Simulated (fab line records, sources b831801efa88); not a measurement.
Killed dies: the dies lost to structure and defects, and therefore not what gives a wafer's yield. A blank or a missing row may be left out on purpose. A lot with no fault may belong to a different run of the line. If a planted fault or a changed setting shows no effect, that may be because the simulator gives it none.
fab line records | flow sfq-line
record: lots: 5 | wafers: 15 | last-day: 83
route steps=325 shown I4@170 JJ@178 M5@198 A5B@209 R5@225
lots that met no fault: from a run of the same line without faults
start-h: hours from the record's opening day to when the first of the lot's shown wafers began | wait-h: hours elapsed since this lot's preceding step | " repeats the value in the row above | L1.1+2: several wafers, shown together as one row | - either no value or no given start | * or withheld: withheld | < > ~ a bound
route shown NAME@n: NAME is a module with steps in the file, n the number in the route of the first one | usual: mean/standard deviation taken from wafers without a fault | same: alike in all rows | chamber/n: place in a boat | sites: each site's reading | _std_site: their standard deviation | _edge_site: the outer-site mean with the inner-site mean subtracted | radius-mm: for every site, how far away it sits from the centre of the wafer | mask NAME#n: copy n | behind: the last tool/chamber to shape the wafer | hold: what put the lot on hold/how long, in hours/how the hold closed | device: which transistor (n, p or np) failed to switch | end of line: the tests these same wafers got at the end of their route | for a step that has no rows: nothing shown but its recipe | killed: the dies lost at the first sort to structure and to defects; this is not the yield of the wafer | map: a wafer's dies, x killed, . not, _ none there
set.NAME: the setting that was run; set.NAME@STEP: the one run at that earlier step | model.NAME: the simulator's own value behind a step, which no gauge read
lots at selected steps of the route; one table per step, one row per wafer
services: when a tool's chamber went out of use (start-h, in hours from the record's first day, below 0 if earlier), for how many hours, and the reason
== steps ==
step: SFQ_TRILAYER_I4_VIA_LITHO_EXPOSE_104
recipe: mask-id: I4 | na: 0.6 | source-shape: conventional | sigma-outer: 0.65 | target-cd-nm: 700 | dose-mj: 21.3
step: SFQ_TRILAYER_I4_VIA_LITHO_PEB_106
recipe: peb-temp-c: 115 | peb-time-s: 60 | resist: KrF
step: SFQ_TRILAYER_I4_VIA_LITHO_DEVELOP_105
recipe: time-s: 60 | resist: KrF
step: SFQ_I4_OVL_MEAS_928
usual: I4_OVL: -2/5.4
lot.wafer | tool       | chamber | start-h | wait-h | I4_OVL[nm]
L824.2    | overlay-01 | -       | 1162.44 | 0.1    | 6
L824.4    | "          | -       | "       | "      | 4
L824.6    | "          | -       | "       | "      | 3
L828.1    | overlay-01 | -       | 1244.68 | 0.1    | -14
L828.2    | "          | -       | "       | "      | -13
L828.3    | "          | -       | "       | "      | -10
L840.1    | overlay-01 | -       | 1323.65 | 0.1    | 2
L840.2    | "          | -       | "       | "      | 2
L840.6    | "          | -       | "       | "      | 4
L841.3    | overlay-02 | -       | 1324.86 | 0.1    | -12
L841.4    | "          | -       | "       | "      | -8
L841.5    | "          | -       | "       | "      | -7
L842.1    | overlay-01 | -       | 1328.45 | 0.1    | -7
L842.2    | "          | -       | "       | "      | -5
L842.3    | "          | -       | "       | "      | -1
step: SFQ_TRILAYER_I4_VIA_BARC_OPEN_VIA_ETCH_146
recipe: mask-material: PR | chemistry: O2 | target-depth-nm: 125 | target: BARC | source-w: 500 | bias-w: 80 | pressure-mtorr: 30 | time-s: 41.7
step: SFQ_TRILAYER_I4_VIA_ETCH_VIA_ETCH_106
recipe: target: SiO2 | stop-on: Nb | mask-material: PR | taper-deg: 20 | chemistry: CHF3 | target-depth-nm: 260 | source-w: 500 | bias-w: 80 | pressure-mtorr: 30 | time-s: withheld
usual: drypump-motor-current-A: 5.6/0.41 | oes-product-au: 0.855/0.0052 | rf-fwd-power-W: 497.8/1.5
lot.wafer | tool        | chamber | start-h | wait-h | drypump-motor-current-A | oes-product-au | rf-fwd-power-W
L824.2    | rie-diel-04 | 3       | 1162.51 | 0.0    | 5.6                     | 0.858          | 496.8
L824.4    | "           | 2       | "       | "      | 5.6                     | 0.853          | 498.1
L824.6    | "           | 3       | "       | "      | 5.6                     | 0.862          | 498.5
L828.1    | rie-diel-03 | 1       | 1244.76 | 0.0    | 5.5                     | 0.853          | 496.1
L828.2    | "           | 2       | "       | "      | 5.4                     | 0.854          | 497.2
L828.3    | "           | 3       | "       | "      | 5.7                     | 0.848          | 501.7
L840.1    | rie-diel-03 | 1       | 1323.72 | 0.0    | 5.6                     | 0.864          | 496.7
L840.2    | "           | 2       | "       | "      | 5.4                     | 0.857          | 494.3
L840.6    | "           | 2       | "       | "      | 5.4                     | 0.862          | 498.5
L841.3    | rie-diel-02 | 3       | 1324.92 | 0.0    | 5.3                     | 0.851          | 494.4
L841.4    | "           | 0       | "       | "      | 6.3                     | 0.857          | 498.0
L841.5    | "           | 1       | "       | "      | 5.1                     | 0.851          | 499.0
L842.1    | rie-diel-03 | 2       | 1328.52 | 0.0    | 5.4                     | 0.850          | 498.0
L842.2    | "           | 0       | "       | "      | 6.3                     | 0.857          | 500.2
L842.3    | "           | 1       | "       | "      | 5.6                     | 0.856          | 498.3
step: SFQ_TRILAYER_I4_VIA_STRIP_STRIP_107
recipe: gas: O2 | power-w: 200 | platen-temp-c: 40 | overash-fraction: 0.65 | chemistry: O2 | pressure-mtorr: 50
step: SFQ_TRILAYER_I4_VIA_STRIP_SOLV_CLEAN_108
recipe: chemistry: NMP | temp-c: 70 | time-s: 600
step: SFQ_TRILAYER_JJ_TRILAYER_DEP_PRE_CLEAN_113
recipe: gas: Ar | time-s: 22.5 | bias-v: 250
step: SFQ_TRILAYER_JJ_TRILAYER_DEP_SPUTTER_109
recipe: material: Nb | base-pressure-pa: 1.33e-06 | chamber-pressure-pa: 0.1333 | substrate-temp-c: 20 | target-thk-nm: 150 | power-w: 2000 | time-s: 100
step: SFQ_TRILAYER_JJ_TRILAYER_DEP_SPUTTER_110
recipe: material: Al | base-pressure-pa: 1.33e-06 | target-thk-nm: 8 | power-w: 500 | time-s: 10 | chamber-pressure-pa: 0.4
step: SFQ_TRILAYER_JJ_TRILAYER_DEP_AL_OXIDATION_111
recipe: pressure-mbar: 0.014667 | oxidation-time-s: 600 | temperature-k: 293
step: SFQ_TRILAYER_JJ_TRILAYER_DEP_SPUTTER_112
recipe: material: Nb | base-pressure-pa: 1.33e-06 | chamber-pressure-pa: 0.1333 | substrate-temp-c: 20 | target-thk-nm: 170 | power-w: 2000 | time-s: 113.3
usual: throttle-valve-pct: 29.7/0.92
lot.wafer | tool           | chamber | start-h | wait-h | throttle-valve-pct | model.Nb_of_TRILAYER_JJ_TRILAYER_DEP_SPUTTER_112.thk-nm
L824.2    | pvd-sputter-05 | -       | 1168.81 | 4.8    | 31.9               | 170
L824.4    | "              | -       | "       | "      | 28.5               | 170.4
L824.6    | "              | -       | "       | "      | 28.2               | 170.8
L828.1    | pvd-sputter-04 | -       | 1246.79 | 0.5    | 30.3               | 215.1
L828.2    | "              | -       | "       | "      | 30.1               | 167.5
L828.3    | "              | -       | "       | "      | 29.1               | 168.6
L840.1    | pvd-sputter-06 | -       | 1325.73 | 0.5    | 29.1               | 169.3
L840.2    | "              | -       | "       | "      | 29.1               | 169.3
L840.6    | "              | -       | "       | "      | 30.0               | 169.9
L841.3    | pvd-sputter-04 | -       | 1326.93 | 0.5    | 29.1               | 169.6
L841.4    | "              | -       | "       | "      | 29.7               | 167
L841.5    | "              | -       | "       | "      | 30.2               | 167.8
L842.1    | pvd-sputter-05 | -       | 1330.53 | 0.5    | 31.4               | 167.8
L842.2    | "              | -       | "       | "      | 31.8               | 169.1
L842.3    | "              | -       | "       | "      | 28.3               | 168.8
step: SFQ_JJ_RS_MEAS_929
recipe: thk-meas-gauge: four-point-probe | reads: Nb_of_TRILAYER_JJ_TRILAYER_DEP_SPUTTER_112
usual: JJ_NB_RS: 1.051/0.0085
lot.wafer | tool          | chamber | start-h | wait-h | hold                     | JJ_NB_RS[ohm/sq]
L824.2    | film-metro-02 | -       | 1168.91 | 0.1    | -                        | 1.049
L824.4    | "             | -       | "       | "      | -                        | 1.043
L824.6    | "             | -       | "       | "      | -                        | 1.044
L828.1    | film-metro-04 | -       | 1246.87 | 0.0    | await-dispo/0.2h/release | 0.823
L828.2    | "             | -       | "       | "      | await-dispo/0.2h/release | 1.062
L828.3    | "             | -       | "       | "      | await-dispo/0.2h/release | 1.058
L828.1    | film-metro-04 | -       | 1247.15 | 0.3    | -                        | 0.826
L828.2    | "             | -       | "       | "      | -                        | 1.064
L828.3    | "             | -       | "       | "      | -                        | 1.055
L840.1    | film-metro-04 | -       | 1325.81 | 0.0    | -                        | 1.052
L840.2    | "             | -       | "       | "      | -                        | 1.052
L840.6    | "             | -       | "       | "      | -                        | 1.049
L841.3    | film-metro-02 | -       | 1327.05 | 0.1    | -                        | 1.050
L841.4    | "             | -       | "       | "      | -                        | 1.065
L841.5    | "             | -       | "       | "      | -                        | 1.062
L842.1    | film-metro-02 | -       | 1330.61 | 0.0    | -                        | 1.063
L842.2    | "             | -       | "       | "      | -                        | 1.051
L842.3    | "             | -       | "       | "      | -                        | 1.056
step: SFQ_TRILAYER_JJ_CE_LITHO_COAT_114
recipe: resist: KrF | spin-rpm: 3000 | resist-thk-nm: 600
step: SFQ_TRILAYER_JJ_CE_LITHO_SOFTBAKE_118
recipe: temp-c: withheld | time-s: withheld | resist: KrF
step: SFQ_TRILAYER_JJ_CE_LITHO_EXPOSE_115
recipe: mask-id: J5 | na: 0.6 | source-shape: conventional | sigma-outer: 0.65 | target-cd-nm: 700 | dose-mj: 14.4
step: SFQ_TRILAYER_JJ_CE_LITHO_PEB_117
recipe: peb-temp-c: 115 | peb-time-s: 60 | resist: KrF
step: SFQ_TRILAYER_JJ_CE_LITHO_DEVELOP_116
recipe: time-s: 60 | resist: KrF
step: SFQ_JJ_OVL_MEAS_931
usual: J5_OVL: 1/5.9
lot.wafer | tool       | chamber | start-h | wait-h | J5_OVL[nm]
L824.2    | overlay-01 | -       | 1295.14 | 0.1    | -3
L824.4    | "          | -       | "       | "      | -1
L824.6    | "          | -       | "       | "      | 1
L828.1    | overlay-01 | -       | 1367.72 | 0.1    | 5
L828.2    | "          | -       | "       | "      | 3
L828.3    | "          | -       | "       | "      | -2
L840.1    | overlay-02 | -       | 1445.72 | 0.1    | 0
L840.2    | "          | -       | "       | "      | -6
L840.6    | "          | -       | "       | "      | -5
L841.3    | overlay-01 | -       | 1448.13 | 0.1    | 0
L841.4    | "          | -       | "       | "      | 1
L841.5    | "          | -       | "       | "      | 4
L842.1    | overlay-01 | -       | 1450.52 | 0.1    | 9
L842.2    | "          | -       | "       | "      | 10
L842.3    | "          | -       | "       | "      | 15
step: SFQ_TRILAYER_JJ_CE_METRO_MEASURE_117
usual: cd-nm: 700.0/1.4
lot.wafer | tool      | chamber | start-h | wait-h | cd-nm
L824.2    | cd-sem-01 | -       | 1295.37 | 0.2    | 700.0
L824.4    | "         | -       | "       | "      | 699.0
L824.6    | "         | -       | "       | "      | 700.7
L828.1    | cd-sem-01 | -       | 1367.76 | 0.0    | 699.7
L828.2    | "         | -       | "       | "      | 699.2
L828.3    | "         | -       | "       | "      | 699.6
L840.1    | cd-sem-02 | -       | 1445.76 | 0.0    | 698.5
L840.2    | "         | -       | "       | "      | 699.5
L840.6    | "         | -       | "       | "      | 697.8
L841.3    | cd-sem-01 | -       | 1448.56 | 0.4    | 699.1
L841.4    | "         | -       | "       | "      | 700.0
L841.5    | "         | -       | "       | "      | 700.3
L842.1    | cd-sem-02 | -       | 1450.56 | 0.0    | 698.9
L842.2    | "         | -       | "       | "      | 698.7
L842.3    | "         | -       | "       | "      | 698.0
step: SFQ_TRILAYER_JJ_CE_BARC_OPEN_RIE_150
recipe: mask-material: PR | chemistry: O2 | target-depth-nm: 240 | target: BARC | icp-w: 600 | bias-w: 80 | pressure-mtorr: 10 | time-s: 80
step: SFQ_TRILAYER_JJ_CE_ETCH_RIE_118
recipe: target: Nb | stop-on: Al2O3 | mask-material: PR | taper-deg: 13.257 | over-etch-frac: 0.15 | time-s: 97.7 | chemistry: SF6 | target-depth-nm: 170 | icp-w: 600 | bias-w: 80 | pressure-mtorr: 10
usual: drypump-motor-current-A: 5.7/0.48 | oes-product-au: 0.986/0.0067 | rf-fwd-power-W: 596.6/1.9
lot.wafer | tool         | chamber | start-h | wait-h | drypump-motor-current-A | oes-product-au | rf-fwd-power-W | rf-hours-counter-h
L824.2    | rie-metal-02 | 0       | 1296.46 | 0.1    | 6.6                     | 0.981          | 596.1          | 100
L824.4    | "            | 1       | "       | "      | 6.0                     | 0.982          | 595.9          | -
L824.6    | "            | 0       | "       | "      | 6.6                     | 0.995          | 597.8          | -
L828.1    | rie-metal-01 | 1       | 1369.05 | 0.1    | 5.7                     | 0.997          | 597.8          | 44
L828.2    | "            | 0       | "       | "      | 5.3                     | 0.981          | 596.7          | 72
L828.3    | "            | 0       | "       | "      | 5.3                     | 0.994          | 593.0          | -
L840.1    | rie-metal-03 | 1       | 1447.05 | 0.1    | 5.0                     | 0.988          | 596.4          | 125
L840.2    | "            | 0       | "       | "      | 6.0                     | 0.989          | 595.3          | 48
L840.6    | "            | 1       | "       | "      | 5.0                     | 0.980          | 595.3          | -
L841.3    | rie-metal-01 | 0       | 1449.48 | 0.1    | 5.3                     | 0.996          | 596.6          | -
L841.4    | "            | 1       | "       | "      | 5.7                     | 0.978          | 594.0          | -
L841.5    | "            | 1       | "       | "      | 5.7                     | 0.987          | 598.0          | -
L842.1    | rie-metal-01 | 1       | 1451.85 | 0.1    | 5.7                     | 0.982          | 598.5          | 56
L842.2    | "            | 0       | "       | "      | 5.3                     | 0.988          | 596.1          | 82
L842.3    | "            | 0       | "       | "      | 5.3                     | 0.980          | 595.7          | -
step: SFQ_TRILAYER_JJ_ANODIZE_ANODIZE_119
recipe: current-density-ma-cm2: withheld | end-current-density-ma-cm2: withheld | bath-temp-c: withheld
step: SFQ_TRILAYER_JJ_CE_STRIP_STRIP_120
recipe: gas: O2 | power-w: 200 | platen-temp-c: 40 | overash-fraction: 0.65 | chemistry: O2 | pressure-mtorr: 50
step: SFQ_TRILAYER_JJ_CE_STRIP_SOLV_CLEAN_121
recipe: chemistry: NMP | temp-c: 70 | time-s: 600
step: SFQ_TRILAYER_M5_LITHO_COAT_128
recipe: resist: BARC | spin-rpm: 3000 | resist-thk-nm: 62
step: SFQ_TRILAYER_M5_LITHO_COAT_123
recipe: resist: KrF | spin-rpm: 3000 | resist-thk-nm: 600
step: SFQ_TRILAYER_M5_LITHO_SOFTBAKE_127
recipe: temp-c: withheld | time-s: withheld | resist: KrF
step: SFQ_TRILAYER_M5_LITHO_EXPOSE_124
recipe: mask-id: M5 | na: 0.6 | source-shape: conventional | sigma-outer: 0.65 | target-cd-nm: 700 | dose-mj: 14.4
step: SFQ_TRILAYER_M5_LITHO_PEB_126
recipe: peb-temp-c: 115 | peb-time-s: 60 | resist: KrF
step: SFQ_TRILAYER_M5_LITHO_DEVELOP_125
recipe: time-s: 60 | resist: KrF
step: SFQ_M5_OVL_MEAS_932
usual: M5_OVL: 2/5.5
lot.wafer | tool       | chamber | start-h | wait-h | M5_OVL[nm]
L824.2    | overlay-01 | -       | 1403.73 | 0.1    | 8
L824.4    | "          | -       | "       | "      | 7
L824.6    | "          | -       | "       | "      | 9
L828.1    | overlay-01 | -       | 1478.25 | 0.1    | 13
L828.2    | "          | -       | "       | "      | 1
L828.3    | "          | -       | "       | "      | 4
L840.1    | overlay-02 | -       | 1553.90 | 0.1    | -1
L840.2    | "          | -       | "       | "      | 1
L840.6    | "          | -       | "       | "      | -2
L841.3    | overlay-01 | -       | 1558.71 | 0.1    | 1
L841.4    | "          | -       | "       | "      | 3
L841.5    | "          | -       | "       | "      | 1
L842.1    | overlay-01 | -       | 1559.90 | 0.1    | -2
L842.2    | "          | -       | "       | "      | 5
L842.3    | "          | -       | "       | "      | -1
step: SFQ_TRILAYER_M5_BARC_OPEN_METAL_ETCH_161
recipe: mask-material: PR | chemistry: O2 | target-depth-nm: 125 | target: BARC | icp-w: 600 | bias-w: 80 | pressure-mtorr: 10 | time-s: 41.7
step: SFQ_TRILAYER_M5_ETCH_METAL_ETCH_126
recipe: target: Nb | stop-on: SiO2 | mask-material: PR | over-etch-frac: 0.15 | time-s: 203.2 | chemistry: Cl2/BCl3 | target-depth-nm: 265 | icp-w: 600 | bias-w: 80 | pressure-mtorr: 10
step: SFQ_TRILAYER_M5_STRIP_STRIP_127
recipe: gas: O2 | power-w: 200 | platen-temp-c: 40 | overash-fraction: 0.65 | chemistry: O2 | pressure-mtorr: 50
step: SFQ_TRILAYER_M5_STRIP_SOLV_CLEAN_128
recipe: chemistry: NMP | temp-c: 70 | time-s: 600
step: SFQ_TRILAYER_A5B_DEP_PECVD_129
recipe: material: SiO2 | temp-c: 150 | time-s: 133.33 | pressure-torr: 2.4 | rf-w: 183.3 | precursor: SiH4/N2O | target-thk-nm: 600
usual: heater-power-w: 77/11 | rf-fwd-power-W: 182.3/0.6 | throttle-valve-pct: 24.3/1.5
lot.wafer | tool     | chamber | start-h | wait-h | heater-power-w | rf-fwd-power-W | throttle-valve-pct
L824.2    | pecvd-03 | 1       | 1404.79 | 0.0    | 79             | 182.5          | 22.6
L824.4    | "        | 1       | "       | "      | 66             | 182.5          | 22.7
L824.6    | "        | 2       | "       | "      | 73             | 181.8          | 25.2
L828.1    | pecvd-04 | 1       | 1479.31 | 0.0    | 90             | 183.2          | 22.3
L828.2    | "        | 2       | "       | "      | 84             | 183.0          | 23.4
L828.3    | "        | 0       | "       | "      | 73             | 183.3          | 23.3
L840.1    | pecvd-02 | 0       | 1555.82 | 0.0    | 72             | 182.0          | 24.6
L840.2    | "        | 1       | "       | "      | 58             | 183.0          | 24.0
L840.6    | "        | 2       | "       | "      | 85             | 183.0          | 27.3
L841.3    | pecvd-03 | 2       | 1559.76 | 0.0    | 69             | 182.1          | 26.2
L841.4    | "        | 2       | "       | "      | 74             | 182.8          | 26.3
L841.5    | "        | 0       | "       | "      | 88             | 182.2          | 25.0
L842.1    | pecvd-02 | 1       | 1560.96 | 0.0    | 57             | 183.3          | 23.9
L842.2    | "        | 2       | "       | "      | 87             | 182.1          | 27.3
L842.3    | "        | 0       | "       | "      | 74             | 182.7          | 24.7
step: SFQ_TRILAYER_A5B_CMP_CMP_130
recipe: stop-on: Nb | down-force-psi: 3 | platen-rpm: 60 | target-thk-nm: 340.7
usual: motor-current-A: 10.7/0.54
lot.wafer | tool   | chamber | start-h | wait-h | motor-current-A
L824.4    | cmp-02 | 1       | 1405.38 | 0.5    | 9.8
L824.2    | "      | 2       | "       | "      | 10.8
L824.6    | "      | 0       | 1406.88 | 2.0    | 9.9
L828.2    | cmp-01 | 1       | 1485.20 | 5.8    | 11.0
L828.3    | "      | 3       | 1486.20 | 6.8    | 11.0
L828.1    | "      | 0       | "       | "      | 10.9
L840.2    | cmp-02 | 3       | 1558.93 | 3.1    | 10.5
L840.1    | "      | 0       | "       | "      | 10.1
L840.6    | "      | 0       | 1561.43 | 5.5    | 10.4
L841.4    | cmp-01 | 2       | 1559.99 | 0.1    | 11.2
L841.3    | "      | 1       | 1561.49 | 1.7    | 10.9
L841.5    | "      | 2       | "       | "      | 10.4
L842.1    | cmp-01 | 1       | 1562.99 | 2.0    | 10.7
L842.2    | "      | 3       | 1563.99 | 3.0    | 10.6
L842.3    | "      | 0       | "       | "      | 10.4
step: SFQ_TRILAYER_A5B_METRO_MEASURE_131
step: SFQ_TRILAYER_R5_ETCH_METAL_ETCH_139
recipe: stop-on: SiO2 | mask-material: PR | chemistry: Cl2 | target-depth-nm: 60 | icp-w: 600 | bias-w: 80 | pressure-mtorr: 10 | time-s: 40
usual: drypump-motor-current-A: 5.6/0.41 | oes-product-au: 0.990/0.006 | rf-fwd-power-W: 593.6/2
lot.wafer | tool         | chamber | start-h | wait-h | drypump-motor-current-A | oes-product-au | rf-fwd-power-W | rf-hours-counter-h | model.Nb_of_TRILAYER_JJ_TRILAYER_DEP_SPUTTER_112.thk-nm
L824.2    | rie-metal-03 | 1       | 1411.70 | 0.0    | 5.0                     | 0.988          | 596.4          | 119                | 160
L824.4    | "            | 0       | "       | "      | 6.0                     | 0.988          | 592.2          | -                  | 160.3
L824.6    | "            | 1       | "       | "      | 5.0                     | 0.976          | 594.0          | -                  | 160.8
L828.1    | rie-metal-01 | 1       | 1599.72 | 0.0    | 5.7                     | 0.989          | 596.0          | 75                 | 205.3
L828.2    | "            | 0       | "       | "      | 5.3                     | 0.996          | 591.2          | 100                | 157.6
L828.3    | "            | 0       | "       | "      | 5.3                     | 0.986          | 594.7          | -                  | 158.7
L840.1    | rie-metal-04 | 1       | 1672.82 | 0.0    | 5.3                     | 0.999          | 593.3          | 72                 | 159
L840.2    | "            | 0       | "       | "      | 6.2                     | 0.982          | 592.7          | 56                 | 159.4
L840.6    | "            | 1       | "       | "      | 5.3                     | 0.995          | 594.5          | -                  | 159.7
L841.3    | rie-metal-04 | 1       | 1675.24 | 0.0    | 5.3                     | 0.993          | 594.8          | -                  | 159.6
L841.4    | "            | 0       | "       | "      | 6.2                     | 0.979          | 591.2          | -                  | 157.2
L841.5    | "            | 1       | "       | "      | 5.3                     | 1.000          | 597.6          | -                  | 157.7
L842.1    | rie-metal-04 | 1       | 1677.62 | 0.0    | 5.3                     | 0.995          | 595.3          | 73                 | 157.7
L842.2    | "            | 0       | "       | "      | 6.2                     | 0.991          | 590.6          | 57                 | 159.2
L842.3    | "            | 1       | "       | "      | 5.3                     | 0.993          | 595.6          | -                  | 158.6
== services ==
tool         | chamber | start-h | hours | kind
cmp-01       | -       | 1142.03 | 4.3   | repair
rie-diel-03  | 2       | 1165.10 | 5.6   | repair
cd-sem-01    | -       | 1175.28 | 0.4   | pm
cd-sem-01    | -       | 1188.16 | 2.1   | pm
cd-sem-01    | -       | 1207.60 | 0.6   | pm
rie-metal-01 | 1       | 1228.66 | 1.9   | repair
cmp-01       | -       | 1239.51 | 0.8   | repair
cmp-01       | -       | 1255.21 | 4.0   | pm
cd-sem-01    | -       | 1282.08 | 1.6   | pm
cd-sem-01    | -       | 1283.71 | 0.8   | pm
rie-metal-01 | -       | 1301.64 | 2.8   | pm
rie-metal-04 | 0       | 1308.62 | 1.9   | repair
cd-sem-01    | -       | 1333.94 | 0.6   | pm
cmp-01       | -       | 1338.88 | 0.3   | repair
rie-diel-03  | 1       | 1361.39 | 21.0  | repair
rie-diel-03  | 2       | 1362.61 | 2.5   | repair
cd-sem-01    | -       | 1391.60 | 1.2   | pm
rie-metal-01 | 0       | 1393.27 | 5.6   | repair
rie-metal-04 | -       | 1393.39 | 1.0   | repair
rie-diel-03  | 1       | 1413.42 | 7.7   | repair
rie-metal-01 | -       | 1425.43 | 22.6  | repair
rie-diel-03  | 2       | 1443.96 | 4.0   | repair
rie-metal-04 | 0       | 1458.27 | 24.1  | repair
rie-metal-01 | -       | 1459.42 | 0.2   | repair
== key ==
first-sign: step: SFQ_JJ_RS_MEAS_929 | reading: visit | direction: added
effect: step: SFQ_JJ_RS_MEAS_929 | reading: JJ_NB_RS | direction: down | sigmas: 27 | usual: 1.051 | struck: 0.823
model-effect: step: SFQ_TRILAYER_JJ_TRILAYER_DEP_SPUTTER_112 | value: Nb_of_TRILAYER_JJ_TRILAYER_DEP_SPUTTER_112.thk-nm | without: 169 | struck: 215.1
model-effect: step: SFQ_TRILAYER_R5_ETCH_METAL_ETCH_139 | value: Nb_of_TRILAYER_JJ_TRILAYER_DEP_SPUTTER_112.thk-nm | without: 159.1 | struck: 205.3
met-at SFQ_TRILAYER_JJ_TRILAYER_DEP_SPUTTER_112
struck-wafers L828.1
fault: kind: process-parameter-drift | tool: pvd-sputter-04 | chamber: - | onset-h: 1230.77 | steps: SFQ_TRILAYER_JJ_TRILAYER_DEP_SPUTTER_112 | channel: time-s | offset: * | shape: step | end-h: 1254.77 | acts-in: * | stated: * | scope: struck-wafers-only
